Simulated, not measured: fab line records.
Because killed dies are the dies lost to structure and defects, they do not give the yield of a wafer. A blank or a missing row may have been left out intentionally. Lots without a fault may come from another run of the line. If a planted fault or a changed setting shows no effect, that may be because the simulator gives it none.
Which tool is to blame? / flow gf180mcu / 18 wafers from 6 lots sampled at 4 of the route's 602 steps

WHAT EACH GAUGE READ, for each wafer
GF_PASSIVATION_THK_MEAS_03.
lot=L624; measured=day 28 19:22; on=filmMetro-01; PASSIVATION_CVD_02_THK (nm)=698 710 718
lot=L628; measured=day 30 01:10; on=filmMetro-01; PASSIVATION_CVD_02_THK (nm)=702 698 700
lot=L631; measured=day 30 22:44; on=filmMetro-04; PASSIVATION_CVD_02_THK (nm)=696 699 694
lot=L633; measured=day 31 09:26; on=filmMetro-04; PASSIVATION_CVD_02_THK (nm)=695 709 691
lot=L636; measured=day 32 19:04; on=filmMetro-04; PASSIVATION_CVD_02_THK (nm)=699 703 710
lot=L645; measured=day 34 17:04; on=filmMetro-04; PASSIVATION_CVD_02_THK (nm)=688 696 699

EACH LOT AND THE TOOL THAT RAN IT (in order: tool; ch and the chambers of the sampled wafers; start)
lot=L624; GF_V2_STRIP_18=plasmaAsher-03 ch 0,1, day 21 01:14; GF_TOP_METAL_METAL_ETCH_16=rieMetal-01 ch 0,1, day 28 18:12; GF_TOP_METAL_STRIP_17=plasmaAsher-02 ch 0,1, day 28 18:23
lot=L628; GF_V2_STRIP_18=plasmaAsher-02 ch 0,1, day 22 12:59; GF_TOP_METAL_METAL_ETCH_16=rieMetal-04 ch 0,1, day 30 00:01; GF_TOP_METAL_STRIP_17=plasmaAsher-02 ch 0,1, day 30 00:12
lot=L631; GF_V2_STRIP_18=plasmaAsher-02 ch 0,1, day 23 18:20; GF_TOP_METAL_METAL_ETCH_16=rieMetal-03 ch 0, day 30 21:03; GF_TOP_METAL_STRIP_17=plasmaAsher-03 ch 0,1, day 30 21:26
lot=L633; GF_V2_STRIP_18=plasmaAsher-02 ch 0,1, day 24 07:13; GF_TOP_METAL_METAL_ETCH_16=rieMetal-01 ch 0,1, day 31 08:19; GF_TOP_METAL_STRIP_17=plasmaAsher-03 ch 0,1, day 31 08:29
lot=L636; GF_V2_STRIP_18=plasmaAsher-02 ch 0,1, day 25 23:35; GF_TOP_METAL_METAL_ETCH_16=rieMetal-04 ch 0,1, day 32 17:55; GF_TOP_METAL_STRIP_17=plasmaAsher-02 ch 0, day 32 18:07
lot=L645; GF_V2_STRIP_18=plasmaAsher-04 ch 0,1, day 28 11:02; GF_TOP_METAL_METAL_ETCH_16=rieMetal-04 ch 0,1, day 34 15:55; GF_TOP_METAL_STRIP_17=plasmaAsher-03 ch 0,1, day 34 16:06
- GF_V2_STRIP_18: strips in O2/N2.
- GF_TOP_METAL_METAL_ETCH_16: etches the open film in Cl2/BCl3, stops on SiO2, target depth 1197 nm, time 199.5 s.
- GF_TOP_METAL_STRIP_17: strips in O2/N2.

THE ANSWER, worked out from the rows above alone
Rule: usual is defined by the lots themselves. Put in order of their means at a reading, lots are off if they are a third of the lots or fewer, leave a main group of 4 or more, and stand apart from it by a gap of 3 or more times the standard deviation of the main group's means; of several such gaps the widest counts. A main group whose means are all the same, to the digits that the tables above print for the reading, isn't used. A lot without any number at a reading at which 4 lots or more have one is off too. The other lots that the step has rows for count as sound.
Across all readings shown, no lot is off: no conclusion can be drawn from this.

WHAT THE SIMULATOR HAD PUT IN
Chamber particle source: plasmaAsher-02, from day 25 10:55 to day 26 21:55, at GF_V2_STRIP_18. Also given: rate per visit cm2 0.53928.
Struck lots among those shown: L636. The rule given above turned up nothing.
